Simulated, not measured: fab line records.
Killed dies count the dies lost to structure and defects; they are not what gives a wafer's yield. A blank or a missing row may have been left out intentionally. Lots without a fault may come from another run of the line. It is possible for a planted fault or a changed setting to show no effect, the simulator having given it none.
Which tool was responsible? + flow sfq line + 42 wafers from 14 lots sampled at 2 of the route's 325 steps

WHAT EACH GAUGE READ, for each wafer
SFQ_I2_OVL_MEAS_918.
| lot  | measured     | on         | I2_OVL (nm) |
|------|--------------|------------|-------------|
| L159 | day 36 19:01 | overlay-01 | -6 -9 -8    |
| L160 | day 37 02:12 | overlay-01 | -11 -10 -9  |
| L162 | day 37 15:24 | overlay-02 | 11 7 7      |
| L164 | day 38 19:00 | overlay-01 | -8 -9 -3    |
| L165 | day 38 22:37 | overlay-02 | -9 -6 2     |
| L167 | day 39 21:24 | overlay-01 | -1 3 0      |
| L168 | day 40 05:48 | overlay-01 | 3 -1 3      |
| L169 | day 40 17:48 | overlay-01 | 5 3 2       |
| L171 | day 42 07:34 | overlay-01 | 5 1 4       |
| L175 | day 43 00:22 | overlay-01 | -1 -4 -2    |
| L177 | day 43 07:34 | overlay-02 | 5 3 -1      |
| L178 | day 43 08:46 | overlay-01 | 6 9 4       |
| L179 | day 43 12:22 | overlay-02 | -5 -9 -8    |
| L180 | day 43 19:49 | overlay-01 | -1 2 1      |

TOOL THAT RAN EACH LOT (tool first, then ch and the chambers of the sampled wafers, then the start)
| lot  | SFQ_TRILAYER_I0_VIA_STRIP_STRIP_035 |
|------|-------------------------------------|
| L159 | rie metal-02 ch 0, day 12 08:34     |
| L160 | rie metal-01 ch 0,1, day 12 09:46   |
| L162 | rie metal-03 ch 0, day 13 02:34     |
| L164 | rie metal-01 ch 0,1, day 13 16:41   |
| L165 | rie metal-01 ch 0,1, day 13 19:05   |
| L167 | rie metal-01 ch 0,1, day 14 15:20   |
| L168 | rie metal-01 ch 0,1, day 15 00:56   |
| L169 | rie metal-02 ch 0,1, day 15 19:40   |
| L171 | rie metal-02 ch 0,1, day 16 22:04   |
| L175 | rie metal-02 ch 0,1, day 17 12:28   |
| L177 | rie metal-01 ch 0,1, day 17 14:52   |
| L178 | rie metal-01 ch 0,1, day 17 16:16   |
| L179 | rie metal-02 ch 0,1, day 17 17:16   |
| L180 | rie metal-01 ch 0,1, day 17 18:28   |
- SFQ_TRILAYER_I0_VIA_STRIP_STRIP_035: strips in O2.

WHAT THE TOOLS THEMSELVES READ (means of the sampled wafers that have a number; where no wafer has one, the mark that the record gives instead)
SFQ_TRILAYER_I0_VIA_STRIP_STRIP_035.
| lot  | tool         | drypump motor current A (A) | oes product au (a.u.) |
|------|--------------|-----------------------------|-----------------------|
| L159 | rie metal-02 | 5.7                         | 0.998                 |
| L160 | rie metal-01 | 5.9                         | 0.997                 |
| L162 | rie metal-03 | 5.0                         | 1.001                 |
| L164 | rie metal-01 | 5.9                         | 0.994                 |
| L165 | rie metal-01 | 5.9                         | 1.001                 |
| L167 | rie metal-01 | 5.9                         | 1.005                 |
| L168 | rie metal-01 | 5.9                         | 0.995                 |
| L169 | rie metal-02 | 5.4                         | 0.987                 |
| L171 | rie metal-02 | 5.1                         | 0.984                 |
| L175 | rie metal-02 | 5.1                         | 0.989                 |
| L177 | rie metal-01 | 5.9                         | 0.996                 |
| L178 | rie metal-01 | 5.9                         | 0.994                 |
| L179 | rie metal-02 | 5.1                         | 0.997                 |
| L180 | rie metal-01 | 5.9                         | 0.989                 |

THE ANSWER, worked out from the rows above alone
Rule: usual is defined by the lots themselves. Put in order of their means at a reading, lots are off if they are a third of the lots or fewer, leave a main group of 4 or more, and stand apart from it by a gap of 3 or more times the standard deviation of the main group's means; of several such gaps the widest counts. Not used: any main group whose means are identical at the precision the tables above print for the reading. Also off: a lot with no number at a reading for which 4 or more lots have one. The other lots that the step has rows for count as sound. Order of review: gauges by route order, followed by the tools' own readings, for which a lot's mean as printed above is used. At the first step where some lot is off, the reading lying furthest off is the one used; lots without a number count as furthest.
Nothing can be told from this: no lot is off at any reading shown.

WHAT THE SIMULATOR HAD PUT IN
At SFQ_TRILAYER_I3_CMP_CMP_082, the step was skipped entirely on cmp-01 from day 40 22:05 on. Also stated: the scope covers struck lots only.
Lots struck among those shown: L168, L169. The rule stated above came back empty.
